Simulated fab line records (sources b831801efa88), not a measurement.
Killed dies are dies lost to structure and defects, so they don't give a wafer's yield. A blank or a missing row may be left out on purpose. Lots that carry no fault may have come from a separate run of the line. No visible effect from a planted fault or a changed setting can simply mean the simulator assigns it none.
A struck lot beside a sound one -- flow sky130 -- 22 steps out of a route of 708
Sound: wafers L401.2, L401.3, L401.5. Struck: wafer L406.1 (L406.4, L406.6, from the same lot, were not struck and are left out); the cause is given at the end.
At each step with rows: each side's tool, then ch and its chambers, then its first start. Under that, the readings that differ: sound wafers -- struck wafers -- difference of the means -- sigmas: that difference in standard deviations of wafers without a fault.
alike: same words and numbers on both sides, and readings whose means sit less than 2 such deviations apart. not compared: any withheld reading, any reading some wafer has no value for, any bound like >300 that may hide the same value, and any number with overlapping values for which the record gives no deviation.
A row with sigmas, a row that says differs or no value, or rows on one side alone: a step with any of these is where the two part. Numbers that don't overlap but have no deviation are shown without sigmas and don't part them. A reading that every wafer of one side lacks parts them only if that side has two wafers or more.

first, 2 steps without rows for these wafers: SKY_RES_PROTECT_DEVELOP_06 (develop time 60 s); SKY_POLY_GATE_IMPLANT_02.
SKY_RES_PROTECT_STRIP_07: strips in O2/N2.
  sound on plasma_asher-03 ch 0,1, day 16 08:52; struck on plasma_asher-04 ch 0, day 18 03:44
reading,sound,struck,difference,sigmas
oes_product_au (a.u.),0.519 0.512 0.510,0.526,+0.012,+3
  alike: drypump_motor_current_A, strip_time_to_endpoint_s
  not compared: rf_hours_counter_h
SKY_RES_PROTECT_TW_MEAS_08:
  sound on film_metro-03, day 16 08:59; struck on film_metro-01, day 18 03:50
  alike: POLY_GATE_TW
then, 2 steps without rows for these wafers: SKY_RES_PROTECT_CLEAN_09 (cleans in SC1/SC2, time 150 s); SKY_POLY_GATE_CVD_03 (deposits Si3N4 from DCS/NH3, target thk 75 nm, time 1290 s).
SKY_POLY_GATE_THK_MEAS_04:
  sound on film_metro-02, day 16 11:36; struck on film_metro-04, day 18 07:07
  alike: POLY_GATE_CVD_03_THK
then, 5 steps without rows for these wafers: SKY_POLY_GATE_DEHYDRATE_05 (time 60 s); SKY_POLY_GATE_HMDS_06 (prime time 60 s); SKY_POLY_GATE_COAT_07 (resist thk 110 nm); SKY_POLY_GATE_COAT_08 (resist thk 450 nm); SKY_POLY_GATE_SOFTBAKE_09 (time 90 s).
SKY_POLY_GATE_EXPOSE_10: exposes mask P1M, target cd 150 nm.
  sound on krf_scanner-01 ch 0, day 17 02:26; struck on krf_scanner-01 ch 0, day 18 21:52
  alike: mask
then, 2 steps without rows for these wafers: SKY_POLY_GATE_PEB_11; SKY_POLY_GATE_DEVELOP_12 (develop time 60 s).
SKY_POLY_GATE_CD_MEAS_13: target cd 150 nm.
  sound on cd_sem-01, day 17 15:54; struck on cd_sem-01, day 19 13:45
reading,sound,struck,difference,sigmas
cd_nm (nm),150.1 150.5 150.4,131.5,-18.8,-13
SKY_POLY_GATE_OVL_MEAS_14:
  sound on overlay-02, day 17 16:01; struck on overlay-01, day 19 13:52
  alike: POLY_GATE_OVL
SKY_POLY_GATE_ETCH_15: etches BARC in N2/H2, stops on SiO2, time 118.5 s, target depth 110 nm.
  sound on rie_diel-02 ch 1,2,3, day 17 16:02; struck on rie_diel-01 ch 0, day 19 13:54
reading,sound,struck,difference,sigmas
model.POLY_GATE.cd_nm (nm),149.1 151.3 150.8,128.6,-21.8,
  alike: drypump_motor_current_A, h2_flow_sccm, oes_product_au, throttle_valve_pct
  not compared: rf_hours_counter_h
SKY_POLY_GATE_ETCH_16: etches Si3N4 in CH3F/O2, stops on poly-Si, time 147.5 s, target depth 75 nm.
  sound on rie_diel-02 ch 1,2,3, day 17 16:07; struck on rie_diel-01 ch 0, day 19 13:59
  alike: drypump_motor_current_A, oes_product_au, throttle_valve_pct
  not compared: rf_hours_counter_h
SKY_POLY_GATE_ETCH_17: etches poly-Si in HBr/Cl2, stops on SiO2, target depth 180 nm, time 70.5 s.
  sound on rie_si-01 ch 1,2,3, day 17 16:13; struck on rie_si-02 ch 1, day 19 14:05
reading,sound,struck,difference,sigmas
mfc_cl2_sccm (sccm),50.20 49.85 50.17,50.55,+0.48,+3
model.POLY_GATE.cd_nm (nm),150.2 152.7 151.3,129.3,-22.1,
  alike: drypump_motor_current_A, oes_product_au, throttle_valve_pct
  not compared: rf_hours_counter_h
SKY_POLY_GATE_STRIP_18: strips in O2/N2.
  sound on plasma_asher-03 ch 0,1, day 17 16:16; struck on plasma_asher-01 ch 1, day 19 14:08
  alike: drypump_motor_current_A, oes_product_au, strip_time_to_endpoint_s
  not compared: rf_hours_counter_h
-- a jump in the record: the struck wafers' starts before and after are 28 days apart (it breaks off in module POLY_GATE and resumes in module PAD_OPEN, where the first step shown is number 708 of the route) --
SKY_PAD_OPEN_PROBE_99:
  sound on prober-01, day 46 20:01; struck on prober-02, day 48 00:39
reading,sound,struck,difference,sigmas
killed_at_M4_up,5 9 6,2,-5,-3
killed_at_front_end,16 7 20,30,+16,+4
killed_open,55 63 59,40,-19,-2
model.etest.pfet_01v8.r_on_ohm_um,2856 2912 2826,2537,-328,
model.etest.pfet_g5v0d10v5.r_on_ohm_um,4736 4775 4765,4613,-146,
model.etest.res_poly.line_ohm_um,520.1 504.6 515.1,649.5,+136.2,
model.etest.nfet_01v8.r_on_ohm_um,846 847.1 840,739.3,-105.1,
model.etest.nfet_g5v0d10v5.r_on_ohm_um,1885 1906 1887,1836,-57,
model.etest.sonos_uncharged.r_on_ohm_um,808.7 811.9 809.6,757.6,-52.5,
model.etest.nfet_01v8_lvt.drive_ua_um,562 570.6 572.6,629.9,+61.5,
  alike: killed_at_M0_to_M3, killed_at_contacts, killed_at_other, killed_dies, killed_on_rim, killed_short
  not compared: model.etest.res_xhigh_po.line_ohm_um

WHERE THEY PART
Last at SKY_PAD_OPEN_PROBE_99 as far as this record goes, first at SKY_RES_PROTECT_STRIP_07.

WHY: what had been put in by the simulator
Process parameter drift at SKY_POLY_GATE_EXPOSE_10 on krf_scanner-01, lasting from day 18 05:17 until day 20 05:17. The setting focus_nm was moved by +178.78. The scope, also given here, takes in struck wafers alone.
